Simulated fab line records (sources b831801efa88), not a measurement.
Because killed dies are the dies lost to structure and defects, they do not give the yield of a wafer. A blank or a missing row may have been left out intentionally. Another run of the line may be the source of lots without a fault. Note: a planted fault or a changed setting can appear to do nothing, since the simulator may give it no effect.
fab line records	flow sky130
record: lots: 24	wafers: 72	last-day: 50
route steps=708 shown FIELD_ISO@3 LI_CONTACT@375 CONTACT@411 METAL1@434 CAP2M@615
lots that met no fault: taken from a fault-free run of the same line
start-h: start of the lot's first displayed wafer, in hours after the record's first day	wait-h: time in hours since the lot's previous step	" repeats the value in the row above	L1.1+2: a single row standing in for several wafers	- either no value or no given start	* or withheld: withheld	< > ~ a bound
route shown NAME@n: NAME is a module with steps in the file, n the number in the route of the first one	usual: the fault-free wafers' mean and standard deviation	same: alike in all rows	chamber/n: place in a boat	sites: the reading at each site	_std_site: the standard deviation of these	_edge_site: outer sites' mean less inner sites'	radius-mm: for every site, how far away it sits from the centre of the wafer	mask NAME#n: copy n	behind: tool/chamber where the wafer was last shaped	hold: reason for holding the lot/hours on hold/outcome of the hold	device: which transistor (n, p or np) failed to switch	end of line: tests run on the same wafers once the route is complete	step lacking rows: just its recipe	killed: at the first sort, the dies lost to defects and structure; wafer yield is something else	map: dies across one wafer; x = killed, . = not, _ = none there
set.NAME: setting as actually run; set.NAME@STEP: the setting as run at that earlier step	model.NAME: the simulator's own value behind a step, which no gauge read
one table for each step of the route and one row for each wafer, over a sample of lots
services: when a tool's chamber went out of use (start-h, in hours from the record's first day, below 0 if earlier), for how many hours, and the reason
== steps ==
step: SKY_FIELD_ISO_THK_MEAS_02
recipe: reads: SiO2_of_FIELD_ISO_OXIDATION_01
usual: FIELD_ISO_OXIDATION_00_THK: 11.97/0.23
lot.wafer	tool	chamber	start-h	wait-h	FIELD_ISO_OXIDATION_00_THK[nm]
L074.2	film-metro-04	-	13.32	0.0	11.97
L074.3	"	-	"	"	11.96
L074.6	"	-	"	"	11.89
L075.1	film-metro-02	-	17.59	0.0	11.75
L075.2	"	-	"	"	11.63
L075.5	"	-	"	"	11.67
L076.1	film-metro-01	-	21.80	0.0	12.23
L076.2	"	-	"	"	12.09
L076.6	"	-	"	"	12.34
L077.1	film-metro-01	-	26.63	0.0	11.99
L077.4	"	-	"	"	11.86
L077.5	"	-	"	"	11.84
L078.2	film-metro-01	-	32.35	0.0	12.16
L078.5	"	-	"	"	12.21
L078.6	"	-	"	"	12.05
L079.3	film-metro-02	-	36.65	0.0	11.75
L079.4	"	-	"	"	11.78
L079.6	"	-	"	"	11.82
L080.1	film-metro-02	-	42.68	0.0	11.77
L080.5	"	-	"	"	11.73
L080.6	"	-	"	"	11.65
L081.1	film-metro-02	-	47.05	0.0	12.06
L081.4	"	-	"	"	12.04
L081.6	"	-	"	"	11.99
L082.2	film-metro-02	-	52.22	0.0	12.23
L082.3	"	-	"	"	12.21
L082.5	"	-	"	"	12.03
L083.1	film-metro-02	-	56.67	0.0	12.39
L083.2	"	-	"	"	12.36
L083.6	"	-	"	"	12.29
L084.3	film-metro-02	-	61.65	0.0	11.57
L084.5	"	-	"	"	11.85
L084.6	"	-	"	"	11.79
L085.2	film-metro-01	-	66.64	0.0	11.50
L085.4	"	-	"	"	11.84
L085.5	"	-	"	"	11.75
L086.3	film-metro-02	-	71.98	0.0	11.94
L086.4	"	-	"	"	11.87
L086.6	"	-	"	"	11.89
L087.2	film-metro-01	-	77.00	0.0	11.89
L087.3	"	-	"	"	12.01
L087.6	"	-	"	"	12.10
L088.1	film-metro-02	-	83.05	0.0	11.84
L088.2	"	-	"	"	11.89
L088.5	"	-	"	"	11.83
L089.1	film-metro-01	-	87.82	0.0	11.85
L089.4	"	-	"	"	11.93
L089.6	"	-	"	"	11.97
L090.4	film-metro-01	-	92.23	0.0	12.41
L090.5	"	-	"	"	12.08
L090.6	"	-	"	"	12.17
L091.2	film-metro-01	-	96.64	0.0	11.87
L091.5	"	-	"	"	11.91
L091.6	"	-	"	"	12.00
L092.3	film-metro-01	-	102.79	0.0	12.07
L092.4	"	-	"	"	12.13
L092.5	"	-	"	"	11.99
L093.2	film-metro-01	-	106.64	0.0	12.33
L093.4	"	-	"	"	12.44
L093.6	"	-	"	"	12.44
L094.2	film-metro-02	-	111.96	0.0	12.13
L094.5	"	-	"	"	12.05
L094.6	"	-	"	"	12.14
L095.1	film-metro-01	-	117.81	0.0	11.70
L095.4	"	-	"	"	11.92
L095.5	"	-	"	"	11.75
L096.3	film-metro-01	-	122.21	0.0	11.69
L096.4	"	-	"	"	11.82
L096.6	"	-	"	"	11.58
L097.1	film-metro-01	-	126.63	0.0	11.83
L097.4	"	-	"	"	11.93
L097.5	"	-	"	"	11.75
step: SKY_LI_CONTACT_OVL_MEAS_13
usual: LI_CONTACT_OVL: -6/4.8
lot.wafer	tool	chamber	start-h	wait-h	LI_CONTACT_OVL[nm]
L074.2	overlay-01	-	678.99	0.1	1
L074.3	"	-	"	"	-3
L074.6	"	-	"	"	-4
L075.1	overlay-01	-	690.31	0.1	-10
L075.2	"	-	"	"	-6
L075.5	"	-	"	"	-1
L076.1	overlay-02	-	708.45	0.1	-10
L076.2	"	-	"	"	-15
L076.6	"	-	"	"	-13
L077.1	overlay-01	-	713.98	0.1	-12
L077.4	"	-	"	"	-17
L077.5	"	-	"	"	-6
L078.2	overlay-02	-	717.44	0.1	-7
L078.5	"	-	"	"	-10
L078.6	"	-	"	"	-5
L079.3	overlay-02	-	725.12	0.1	6
L079.4	"	-	"	"	9
L079.6	"	-	"	"	3
L080.1	overlay-01	-	734.26	0.1	-3
L080.5	"	-	"	"	0
L080.6	"	-	"	"	-10
L081.1	overlay-01	-	737.25	0.1	-4
L081.4	"	-	"	"	-5
L081.6	"	-	"	"	-6
L083.1	overlay-02	-	758.85	0.1	-3
L083.2	"	-	"	"	0
L083.6	"	-	"	"	-9
L082.2	overlay-02	-	759.57	0.1	-16
L082.3	"	-	"	"	-8
L082.5	"	-	"	"	-6
L084.3	overlay-02	-	766.97	0.1	4
L084.5	"	-	"	"	6
L084.6	"	-	"	"	-5
L085.2	overlay-01	-	775.60	0.1	-2
L085.4	"	-	"	"	-13
L085.5	"	-	"	"	-9
L086.3	overlay-02	-	793.91	0.1	-9
L086.4	"	-	"	"	0
L086.6	"	-	"	"	0
L087.2	overlay-01	-	796.02	0.1	-7
L087.3	"	-	"	"	-8
L087.6	"	-	"	"	-3
L088.1	overlay-01	-	797.25	0.1	-6
L088.2	"	-	"	"	-11
L088.5	"	-	"	"	-2
L089.1	overlay-01	-	799.43	0.1	-10
L089.4	"	-	"	"	-7
L089.6	"	-	"	"	-9
L090.4	overlay-01	-	813.12	0.1	-7
L090.5	"	-	"	"	-1
L090.6	"	-	"	"	-6
L091.2	overlay-01	-	814.17	0.1	-11
L091.5	"	-	"	"	0
L091.6	"	-	"	"	-14
L092.3	overlay-01	-	818.21	0.1	-9
L092.4	"	-	"	"	-3
L092.5	"	-	"	"	-8
L093.2	overlay-01	-	833.65	0.1	-4
L093.4	"	-	"	"	-10
L093.6	"	-	"	"	-11
L094.2	overlay-02	-	840.19	0.1	1
L094.5	"	-	"	"	-4
L094.6	"	-	"	"	-3
L095.1	overlay-01	-	852.28	0.1	-10
L095.4	"	-	"	"	-4
L095.5	"	-	"	"	-10
L096.3	overlay-01	-	858.02	0.1	-5
L096.4	"	-	"	"	-10
L096.6	"	-	"	"	-8
L097.1	overlay-02	-	860.95	0.1	-10
L097.4	"	-	"	"	-8
L097.5	"	-	"	"	-7
step: SKY_CONTACT_BOW_MEAS_05
recipe: mode: bow
usual: CONTACT_BOW: 83/6.9
lot.wafer	tool	chamber	start-h	wait-h	CONTACT_BOW[um]
L074.2	film-metro-02	-	710.42	0.3	68
L074.3	"	-	"	"	82
L074.6	"	-	"	"	91
L075.1	film-metro-04	-	720.65	0.1	97
L075.2	"	-	"	"	89
L075.5	"	-	"	"	93
L076.1	film-metro-02	-	738.47	0.2	95
L076.2	"	-	"	"	91
L076.6	"	-	"	"	89
L077.1	film-metro-04	-	744.79	0.2	85
L077.4	"	-	"	"	87
L077.5	"	-	"	"	90
L078.2	film-metro-02	-	747.80	0.3	85
L078.5	"	-	"	"	76
L078.6	"	-	"	"	86
L079.3	film-metro-01	-	755.43	0.1	87
L079.4	"	-	"	"	91
L079.6	"	-	"	"	75
L080.1	film-metro-02	-	764.50	0.2	74
L080.5	"	-	"	"	82
L080.6	"	-	"	"	78
L081.1	film-metro-02	-	767.61	0.1	80
L081.4	"	-	"	"	84
L081.6	"	-	"	"	96
L083.1	film-metro-01	-	788.72	0.2	89
L083.2	"	-	"	"	85
L083.6	"	-	"	"	76
L082.2	film-metro-04	-	789.31	0.2	83
L082.3	"	-	"	"	75
L082.5	"	-	"	"	75
L084.3	film-metro-02	-	796.74	0.1	86
L084.5	"	-	"	"	77
L084.6	"	-	"	"	83
L085.2	film-metro-02	-	805.12	0.2	81
L085.4	"	-	"	"	78
L085.5	"	-	"	"	92
L086.3	film-metro-04	-	824.08	0.3	76
L086.4	"	-	"	"	90
L086.6	"	-	"	"	77
L087.2	film-metro-02	-	825.77	0.2	85
L087.3	"	-	"	"	82
L087.6	"	-	"	"	76
L088.1	film-metro-02	-	826.93	0.2	85
L088.2	"	-	"	"	81
L088.5	"	-	"	"	80
L089.1	film-metro-04	-	829.05	0.1	71
L089.4	"	-	"	"	65
L089.6	"	-	"	"	72
L090.4	film-metro-04	-	842.86	0.2	91
L090.5	"	-	"	"	70
L090.6	"	-	"	"	90
L091.2	film-metro-01	-	844.16	0.2	83
L091.5	"	-	"	"	78
L091.6	"	-	"	"	74
L092.3	film-metro-02	-	847.72	0.2	70
L092.4	"	-	"	"	82
L092.5	"	-	"	"	82
L093.2	film-metro-02	-	862.17	0.2	98
L093.4	"	-	"	"	89
L093.6	"	-	"	"	70
L094.2	film-metro-04	-	868.81	0.3	79
L094.5	"	-	"	"	82
L094.6	"	-	"	"	82
L095.1	film-metro-04	-	881.72	0.1	81
L095.4	"	-	"	"	87
L095.5	"	-	"	"	86
L096.3	film-metro-02	-	887.34	0.3	84
L096.4	"	-	"	"	89
L096.6	"	-	"	"	90
L097.1	film-metro-04	-	890.20	0.1	82
L097.4	"	-	"	"	78
L097.5	"	-	"	"	80
step: SKY_CONTACT_CVD_24
recipe: material: W	target-thk-nm: 340	time-s: 102.12	temp-c: 400	pressure-torr: 40
usual: heater-power-w: 878/25
lot.wafer	tool	chamber	start-h	wait-h	heater-power-w
L074.2	cvd-w-01	0	739.26	0.0	868
L074.3	"	0	"	"	848
L074.6	"	0	"	"	841
L075.1	cvd-w-01	0	750.07	0.0	858
L075.2	"	1	"	"	857
L075.5	"	1	"	"	872
L076.1	cvd-w-01	1	766.61	0.0	851
L076.2	"	0	"	"	847
L076.6	"	0	"	"	866
L077.1	cvd-w-01	0	773.01	0.0	856
L077.4	"	1	"	"	869
L077.5	"	0	"	"	865
L078.2	cvd-w-02	0	775.74	0.0	925
L078.5	"	0	"	"	926
L078.6	"	1	"	"	890
L079.3	cvd-w-01	0	782.82	0.1	858
L079.4	"	1	"	"	879
L079.6	"	1	"	"	865
L080.1	cvd-w-01	0	792.54	0.0	843
L080.5	"	1	"	"	895
L080.6	"	0	"	"	858
L081.1	cvd-w-01	0	795.53	0.0	869
L081.4	"	0	"	"	882
L081.6	"	0	"	"	866
L083.1	cvd-w-01	1	816.37	0.0	871
L083.2	"	0	"	"	892
L083.6	"	1	"	"	897
L082.2	cvd-w-02	0	817.27	0.0	936
L082.3	"	0	"	"	921
L082.5	"	1	"	"	902
L084.3	cvd-w-01	0	824.87	0.1	872
L084.5	"	0	"	"	854
L084.6	"	1	"	"	890
L085.2	cvd-w-01	1	832.25	0.0	877
L085.4	"	1	"	"	864
L085.5	"	1	"	"	878
L086.3	cvd-w-01	0	851.46	0.1	858
L086.4	"	1	"	"	871
L086.6	"	0	"	"	856
L087.2	cvd-w-01	0	852.88	0.0	894
L087.3	"	1	"	"	861
L087.6	"	1	"	"	886
L088.1	cvd-w-02	0	854.38	0.0	933
L088.2	"	1	"	"	910
L088.5	"	0	"	"	922
L089.1	cvd-w-01	1	856.96	0.0	856
L089.4	"	1	"	"	841
L089.6	"	0	"	"	860
L090.4	cvd-w-02	1	870.11	0.1	915
L090.5	"	1	"	"	941
L090.6	"	0	"	"	905
L091.2	cvd-w-01	0	871.57	0.0	858
L091.5	"	1	"	"	875
L091.6	"	0	"	"	874
L092.3	cvd-w-01	0	874.85	0.1	862
L092.4	"	1	"	"	867
L092.5	"	1	"	"	877
L093.2	cvd-w-02	0	889.11	0.0	901
L093.4	"	0	"	"	922
L093.6	"	1	"	"	936
L094.2	cvd-w-02	0	896.32	0.0	941
L094.5	"	0	"	"	899
L094.6	"	1	"	"	896
L095.1	cvd-w-01	1	908.87	0.0	858
L095.4	"	1	"	"	870
L095.5	"	1	"	"	842
L096.3	cvd-w-01	1	914.36	0.1	870
L096.4	"	0	"	"	886
L096.6	"	0	"	"	849
L097.1	cvd-w-01	0	916.56	0.0	881
L097.4	"	0	"	"	865
L097.5	"	0	"	"	885
step: SKY_METAL1_SPUTTER_00
recipe: material: Ti	target-thk-nm: 15	power-w: 3000	time-s: 10	chamber-pressure-pa: 0.4
usual: throttle-valve-pct: 30.3/0.93
lot.wafer	tool	chamber	start-h	wait-h	throttle-valve-pct
L074.2	pvd-sputter-01	-	739.85	0.2	30.4
L074.3	"	-	"	"	31.3
L074.6	"	-	"	"	30.4
L075.1	pvd-sputter-04	-	750.66	0.2	31.5
L075.2	"	-	"	"	28.4
L075.5	"	-	"	"	28.2
L076.1	pvd-sputter-02	-	767.20	0.1	31.3
L076.2	"	-	"	"	29.7
L076.6	"	-	"	"	30.7
L077.1	pvd-sputter-04	-	773.60	0.1	28.2
L077.4	"	-	"	"	31.5
L077.5	"	-	"	"	30.9
L078.2	pvd-sputter-01	-	776.33	0.2	29.2
L078.5	"	-	"	"	29.4
L078.6	"	-	"	"	29.4
L079.3	pvd-sputter-01	-	783.37	0.2	31.3
L079.4	"	-	"	"	29.2
L079.6	"	-	"	"	30.0
L080.1	pvd-sputter-04	-	793.13	0.1	28.2
L080.5	"	-	"	"	28.2
L080.6	"	-	"	"	31.4
L081.1	pvd-sputter-02	-	796.12	0.1	31.0
L081.4	"	-	"	"	30.8
L081.6	"	-	"	"	30.5
L083.1	pvd-sputter-01	-	816.96	0.2	30.1
L083.2	"	-	"	"	29.4
L083.6	"	-	"	"	31.4
L082.2	pvd-sputter-02	-	817.86	0.2	30.9
L082.3	"	-	"	"	31.0
L082.5	"	-	"	"	31.0
L084.3	pvd-sputter-04	-	825.42	0.1	28.4
L084.5	"	-	"	"	31.2
L084.6	"	-	"	"	28.0
L085.2	pvd-sputter-01	-	832.84	0.1	29.4
L085.4	"	-	"	"	29.5
L085.5	"	-	"	"	29.5
L086.3	pvd-sputter-02	-	852.01	0.2	30.5
L086.4	"	-	"	"	30.8
L086.6	"	-	"	"	31.1
L087.2	pvd-sputter-01	-	853.53	0.1	31.4
L087.3	"	-	"	"	29.9
L087.6	"	-	"	"	30.0
L088.1	pvd-sputter-04	-	854.97	0.1	28.2
L088.2	"	-	"	"	31.3
L088.5	"	-	"	"	31.4
L089.1	pvd-sputter-02	-	857.55	0.2	29.8
L089.4	"	-	"	"	29.5
L089.6	"	-	"	"	30.0
L090.4	pvd-sputter-02	-	870.82	0.2	29.9
L090.5	"	-	"	"	31.1
L090.6	"	-	"	"	29.6
L091.2	pvd-sputter-01	-	872.16	0.1	29.3
L091.5	"	-	"	"	30.2
L091.6	"	-	"	"	29.5
L092.3	pvd-sputter-02	-	875.40	0.2	31.4
L092.4	"	-	"	"	29.8
L092.5	"	-	"	"	31.1
L093.2	pvd-sputter-01	-	889.70	0.1	29.5
L093.4	"	-	"	"	29.5
L093.6	"	-	"	"	29.5
L094.2	pvd-sputter-04	-	896.91	0.1	31.4
L094.5	"	-	"	"	31.4
L094.6	"	-	"	"	31.0
L095.1	pvd-sputter-04	-	909.46	0.2	31.2
L095.4	"	-	"	"	28.0
L095.5	"	-	"	"	31.2
L096.3	pvd-sputter-01	-	915.00	0.2	29.4
L096.4	"	-	"	"	30.1
L096.6	"	-	"	"	29.5
L097.1	pvd-sputter-02	-	917.15	0.2	31.3
L097.4	"	-	"	"	30.5
L097.5	"	-	"	"	31.1
step: SKY_CAP2M_OVL_MEAS_12
usual: CAP2M_OVL: 0.9/1.4
lot.wafer	tool	chamber	start-h	wait-h	CAP2M_OVL[nm]
L074.2	overlay-02	-	961.30	0.1	0.4
L074.3	"	-	"	"	-0.6
L074.6	"	-	"	"	0.9
L075.1	overlay-01	-	969.07	0.1	-0.9
L075.2	"	-	"	"	-0.4
L075.5	"	-	"	"	-0.7
L076.1	overlay-02	-	983.97	0.1	0.6
L076.2	"	-	"	"	0.6
L076.6	"	-	"	"	0.5
L077.1	overlay-01	-	990.09	0.1	-1.3
L077.4	"	-	"	"	-2.0
L077.5	"	-	"	"	-1.8
L078.2	overlay-02	-	990.75	0.1	-1.3
L078.5	"	-	"	"	-0.8
L078.6	"	-	"	"	-0.8
L079.3	overlay-02	-	996.96	0.1	0.9
L079.4	"	-	"	"	1.1
L079.6	"	-	"	"	0.9
L080.1	overlay-02	-	1006.77	0.1	1.7
L080.5	"	-	"	"	1.5
L080.6	"	-	"	"	2.0
L081.1	overlay-01	-	1009.04	0.1	0.8
L081.4	"	-	"	"	1.8
L081.6	"	-	"	"	1.2
L083.1	overlay-01	-	1026.12	0.1	-0.9
L083.2	"	-	"	"	0.5
L083.6	"	-	"	"	-0.8
L082.2	overlay-02	-	1030.53	0.1	2.5
L082.3	"	-	"	"	3.5
L082.5	"	-	"	"	3.2
L084.3	overlay-01	-	1036.78	0.1	1.8
L084.5	"	-	"	"	0.8
L084.6	"	-	"	"	2.5
L085.2	overlay-02	-	1039.28	0.1	2.7
L085.4	"	-	"	"	0.9
L085.5	"	-	"	"	1.1
L086.3	overlay-01	-	1057.36	0.1	-0.3
L086.4	"	-	"	"	-0.2
L086.6	"	-	"	"	2.2
L087.2	overlay-02	-	1058.63	0.1	2.1
L087.3	"	-	"	"	2.9
L087.6	"	-	"	"	2.1
L088.1	overlay-02	-	1059.92	0.1	-0.4
L088.2	"	-	"	"	-0.4
L088.5	"	-	"	"	-1.1
L089.1	overlay-01	-	1062.69	0.1	-2.1
L089.4	"	-	"	"	-1.7
L089.6	"	-	"	"	0.2
L090.4	overlay-02	-	1072.94	0.1	2.0
L090.5	"	-	"	"	0.7
L090.6	"	-	"	"	1.2
L091.2	overlay-02	-	1075.23	0.1	1.5
L091.5	"	-	"	"	0.1
L091.6	"	-	"	"	2.6
L092.3	overlay-02	-	1077.94	0.1	2.1
L092.4	"	-	"	"	3.1
L092.5	"	-	"	"	0.7
L093.2	overlay-01	-	1088.13	0.1	0.1
L093.4	"	-	"	"	0.0
L093.6	"	-	"	"	-0.1
L094.2	overlay-02	-	1092.94	0.1	3.7
L094.5	"	-	"	"	1.1
L094.6	"	-	"	"	2.0
L095.1	overlay-02	-	1103.67	0.1	1.8
L095.4	"	-	"	"	1.3
L095.5	"	-	"	"	1.1
L096.3	overlay-02	-	1110.04	0.1	2.8
L096.4	"	-	"	"	2.7
L096.6	"	-	"	"	2.1
L097.1	overlay-01	-	1110.93	0.1	0.1
L097.4	"	-	"	"	1.4
L097.5	"	-	"	"	-0.3
== services ==
tool	chamber	start-h	hours	kind
cvd-w-02	-	738.51	0.3	repair
pvd-sputter-01	-	745.35	6.2	repair
cvd-w-02	-	745.62	1.6	repair
pvd-sputter-02	-	768.48	8.8	repair
pvd-sputter-01	1	795.40	-	consumable-replace:kit
pvd-sputter-01	1	795.40	18.0	scheduled-down
pvd-sputter-01	1	795.40	18.0	vent-cycle
pvd-sputter-04	-	798.90	3.5	repair
pvd-sputter-04	-	803.31	2.1	repair
cvd-w-02	1	824.78	15.4	repair
pvd-sputter-02	1	853.40	-	consumable-replace:kit
pvd-sputter-02	1	853.40	18.0	scheduled-down
pvd-sputter-02	1	853.40	18.0	vent-cycle
pvd-sputter-04	0	866.19	-	consumable-replace:kit
pvd-sputter-04	0	866.19	18.0	scheduled-down
pvd-sputter-04	0	866.19	18.0	vent-cycle
pvd-sputter-04	-	873.00	7.7	repair
cvd-w-02	0	876.78	1.5	repair
cvd-w-02	1	894.38	1.9	repair
cvd-w-02	-	904.00	14.0	pm
cvd-w-02	0	904.00	14.0	vent-cycle
cvd-w-02	1	904.00	14.0	vent-cycle
== key ==
fault none
